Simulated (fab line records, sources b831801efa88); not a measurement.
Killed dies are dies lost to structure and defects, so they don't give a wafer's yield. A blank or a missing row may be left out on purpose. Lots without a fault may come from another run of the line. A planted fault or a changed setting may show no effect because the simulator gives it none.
fab line records | flow sky130
record lots=14 wafers=42 last_day=51
route steps=708 shown PWDE@84 VT_ADJUST_LVTN@103 GATE_OXIDE@197 POLY_GATE@205
lots that met no fault: from a run of the same line without faults
start_h: hours from the record's first day to the start of the lot's first wafer shown | wait_h: hours since the lot's step before | " the same as in the row above | L1.1+2: a row that stands for several wafers | - no value, or no start given | * or withheld: withheld | < > ~ a bound
route shown NAME@n: a module of which the file shows steps, and the number in the route of the first | usual: mean/standard deviation of fault-free wafers | same: alike in all rows | chamber/n: place in a boat | sites: the reading at each site | _std_site: their standard deviation | _edge_site: outer sites' mean less inner sites' | radius_mm: how far each site lies from the wafer's centre | mask NAME#n: copy n | behind: the tool/chamber that last shaped the wafer | hold: why the lot was held/for how many hours/how that ended | device: the transistor (n, p or np) that didn't switch | end of line: the same wafers' tests at the end of the route | a step without rows: its recipe alone | killed: dies lost to structure and defects at the first sort, not the wafer's yield | map: a wafer's dies, x killed, . not, _ none there
set.NAME: the setting as run; set.NAME@STEP: as run at that earlier step | model.NAME: the simulator's own value behind a step, which no gauge read
steps of the route over a sample of lots; a table a step, a row a wafer
services: from which hour (start_h, from the record's first day; less than 0 if before it) a tool's chamber was out of use, for how many hours, and why
## steps
# step SKY_NWELL_RS_MEAS_31
# recipe thk_meas_gauge=four-point-probe
# usual PWDE_RS=5278/18
# columns lot.wafer tool chamber start_h wait_h PWDE_RS[ohm/sq]
L578.1 film_metro-04 - 110.20 0.1 5270
L578.3 " - " " 5272
L578.6 " - " " 5270
L579.1 film_metro-03 - 115.04 0.1 5264
L579.4 " - " " 5254
L579.5 " - " " 5258
L580.3 film_metro-03 - 118.33 0.1 5294
L580.4 " - " " 5290
L580.5 " - " " 5289
L581.1 film_metro-04 - 125.10 0.1 5248
L581.4 " - " " 5250
L581.6 " - " " 5235
L582.1 film_metro-01 - 129.95 0.1 5291
L582.5 " - " " 5300
L582.6 " - " " 5276
L583.4 film_metro-01 - 138.58 0.1 5302
L583.5 " - " " 5283
L583.6 " - " " 5285
L584.2 film_metro-03 - 143.74 0.1 5279
L584.3 " - " " 5272
L584.4 " - " " 5259
L585.1 film_metro-04 - 149.73 0.1 5303
L585.2 " - " " 5270
L585.5 " - " " 5293
L593.1 film_metro-04 - 206.79 0.1 5281
L593.3 " - " " 5286
L593.6 " - " " 5298
L594.2 film_metro-01 - 207.69 0.1 5270
L594.5 " - " " 5248
L594.6 " - " " 5251
L598.1 film_metro-01 - 227.47 0.1 5279
L598.3 " - " " 5286
L598.6 " - " " 5290
L599.4 film_metro-01 - 233.93 0.1 5263
L599.5 " - " " 5241
L599.6 " - " " 5262
L600.1 film_metro-01 - 240.02 0.1 5284
L600.2 " - " " 5294
L600.5 " - " " 5296
L601.2 film_metro-01 - 243.57 0.1 5312
L601.3 " - " " 5305
L601.5 " - " " 5280
# step SKY_VT_ADJUST_LVTN_DEVELOP_06
# recipe wall_angle_deg=90 developer=TMAH develop_time_s=60 dev_temp_c=23
# usual chill_plate_temp_C=23.00/0.094 developer_temp_C=22.98/0.1 exhaust_pa=44.9/0.9
# columns lot.wafer tool chamber start_h wait_h chill_plate_temp_C developer_temp_C exhaust_pa
L578.1 litho_track-02 0 148 - 23.01 23.12 45.3
L578.3 " 0 " " 23.12 23.21 45.5
L578.6 " 0 " " 23.13 22.96 44.7
L579.1 litho_track-03 0 154 - 22.97 22.99 44.5
L579.4 " 0 " " 23.13 22.91 45.1
L579.5 " 0 " " 22.97 23.00 44.8
L580.3 litho_track-03 0 157 - 23.11 22.79 45.2
L580.4 " 0 " " 23.00 22.82 44.7
L580.5 " 0 " " 23.00 22.85 43.8
L581.1 litho_track-02 0 164 - 22.95 23.04 45.0
L581.4 " 0 " " 22.91 23.11 46.3
L581.6 " 0 " " 22.90 23.02 45.4
L582.1 litho_track-03 0 168 - 22.96 22.96 43.9
L582.5 " 0 " " 22.93 23.04 44.0
L582.6 " 0 " " 22.94 22.93 45.1
L583.4 litho_track-01 0 177 - 22.94 22.97 45.4
L583.5 " 0 " " 23.08 22.75 46.3
L583.6 " 0 " " 23.06 23.02 45.3
L584.2 litho_track-01 0 183 - 22.96 22.79 43.8
L584.3 " 0 " " 23.03 22.71 45.3
L584.4 " 0 " " 23.14 22.86 43.8
L585.1 litho_track-02 0 189 - 23.15 22.93 45.3
L585.2 " 0 " " 22.97 22.94 44.5
L585.5 " 0 " " 23.05 22.97 45.0
L593.1 litho_track-03 0 253 - 23.01 22.08 45.2
L593.3 " 0 254 - 23.12 22.07 45.1
L593.6 " 0 " " 22.93 22.05 43.7
L594.2 litho_track-03 0 255 - 22.98 22.11 44.1
L594.5 " 0 " " 22.93 22.00 44.8
L594.6 " 0 " " 23.14 21.98 42.7
L598.1 litho_track-02 0 275 - 23.07 23.11 47.6
L598.3 " 0 " " 22.99 22.99 46.4
L598.6 " 0 " " 23.05 22.96 45.7
L599.4 litho_track-01 0 283 - 23.00 23.08 43.6
L599.5 " 0 " " 23.00 22.85 44.7
L599.6 " 0 " " 23.10 22.90 45.1
L600.1 litho_track-01 0 289 - 22.84 23.07 45.0
L600.2 " 0 " " 22.85 23.09 45.5
L600.5 " 0 " " 22.83 23.15 45.1
L601.2 litho_track-01 0 294 - 23.25 22.81 43.7
L601.3 " 0 " " 23.14 22.74 44.0
L601.5 " 0 " " 23.05 22.89 44.0
# step SKY_GATE_OXIDE_OVL_MEAS_10
# usual GATE_OXIDE_OVL=-1.5/1.4
# columns lot.wafer tool chamber start_h wait_h GATE_OXIDE_OVL[nm]
L578.1 overlay-02 - 321.61 0.1 -3.4
L578.3 " - " " -1.7
L578.6 " - " " -2.1
L579.1 overlay-02 - 330.78 0.1 -1.7
L579.4 " - " " -0.1
L579.5 " - " " -2.9
L580.3 overlay-01 - 333.89 0.1 -2.4
L580.4 " - " " -1.1
L580.5 " - " " -0.8
L581.1 overlay-01 - 344.05 0.1 -0.6
L581.4 " - " " -2.1
L581.6 " - " " -1.0
L582.1 overlay-02 - 351.86 0.1 -0.6
L582.5 " - " " 1.6
L582.6 " - " " 0.6
L583.4 overlay-01 - 363.90 0.1 -1.1
L583.5 " - " " -1.5
L583.6 " - " " -2.0
L584.2 overlay-02 - 372.34 0.1 1.3
L584.3 " - " " 0.1
L584.4 " - " " 1.3
L585.1 overlay-01 - 380.15 0.1 -0.6
L585.2 " - " " -1.5
L585.5 " - " " -2.5
L593.1 overlay-01 - 467.93 0.1 -5.4
L593.3 " - " " -4.1
L593.6 " - " " -2.9
L594.2 overlay-01 - 469.01 0.1 -1.3
L594.5 " - " " -1.0
L594.6 " - " " -2.1
L598.1 overlay-01 - 493.31 0.1 -0.8
L598.3 " - " " -2.5
L598.6 " - " " -2.2
L599.4 overlay-01 - 503.58 0.1 -2.1
L599.5 " - " " -3.6
L599.6 " - " " -3.1
L600.1 overlay-01 - 505.41 0.1 -1.5
L600.2 " - " " -1.7
L600.5 " - " " -1.6
L601.2 overlay-01 - 512.89 0.1 -1.9
L601.3 " - " " -2.3
L601.5 " - " " -0.5
# step SKY_POLY_GATE_THK_MEAS_01
# recipe reads=poly-Si_of_POLY_GATE_CVD_00
# usual POLY_GATE_CVD_00_THK=180.0/1.7
# columns lot.wafer tool chamber start_h wait_h POLY_GATE_CVD_00_THK[nm]
L578.1 film_metro-03 - 325.48 0.0 180.9
L578.3 " - " " 180.6
L578.6 " - " " 181.3
L579.1 film_metro-02 - 334.36 0.0 178.3
L579.4 " - " " 179.4
L579.5 " - " " 178.1
L580.3 film_metro-03 - 337.39 0.0 181.1
L580.4 " - " " 182.5
L580.5 " - " " 181.0
L581.1 film_metro-01 - 348.87 0.0 179.5
L581.4 " - " " 178.6
L581.6 " - " " 178.6
L582.1 film_metro-02 - 355.09 0.0 180.8
L582.5 " - " " 179.8
L582.6 " - " " 179.3
L583.4 film_metro-01 - 367.54 0.0 180.4
L583.5 " - " " 181.2
L583.6 " - " " 180.3
L584.2 film_metro-02 - 375.88 0.0 181.2
L584.3 " - " " 181.8
L584.4 " - " " 181.2
L585.1 film_metro-01 - 383.94 0.0 178.9
L585.2 " - " " 179.8
L585.5 " - " " 178.0
L593.1 film_metro-02 - 471.19 0.0 177.9
L593.3 " - " " 178.2
L593.6 " - " " 177.7
L594.2 film_metro-02 - 472.73 0.0 182.1
L594.5 " - " " 181.3
L594.6 " - " " 180.8
L598.1 film_metro-01 - 496.59 0.0 182.4
L598.3 " - " " 180.2
L598.6 " - " " 182.2
L599.4 film_metro-02 - 506.82 0.0 182.1
L599.5 " - " " 182.5
L599.6 " - " " 182.8
L600.1 film_metro-03 - 508.74 0.0 180.9
L600.2 " - " " 182.1
L600.5 " - " " 181.3
L601.2 film_metro-01 - 516.12 0.0 180.5
L601.3 " - " " 181.3
L601.5 " - " " 181.7
## services
# columns tool chamber start_h hours kind
litho_track-02 - 152.09 - consumable_replace:filter
## key
first_sign step=SKY_VT_ADJUST_LVTN_DEVELOP_06 reading=developer_temp_C direction=down sigmas=9 usual=* struck=*
effect none on later readings
met_at SKY_VT_ADJUST_LVTN_DEVELOP_06
struck_lots L593,L594
tester_left_out L593,L594
not_acting_at SKY_NWELL_RS_MEAS_31,SKY_GATE_OXIDE_OVL_MEAS_10,SKY_POLY_GATE_THK_MEAS_01
onset_between 168 253
fault kind=process_parameter_drift tool=litho_track-03 chamber=- onset_h=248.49 steps=SKY_VT_ADJUST_LVTN_DEVELOP_06 channel=dev_temp_c offset=* shape=step end_h=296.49 acts_in=* stated=*
# tester_left_out: of these lots the tester's yield and bins aren't shown, on N5 and GAA mostly nor the transistor test; their killed dies are dies lost to structure and defects alone, not to doping, threshold or leakage, so they don't give the yield
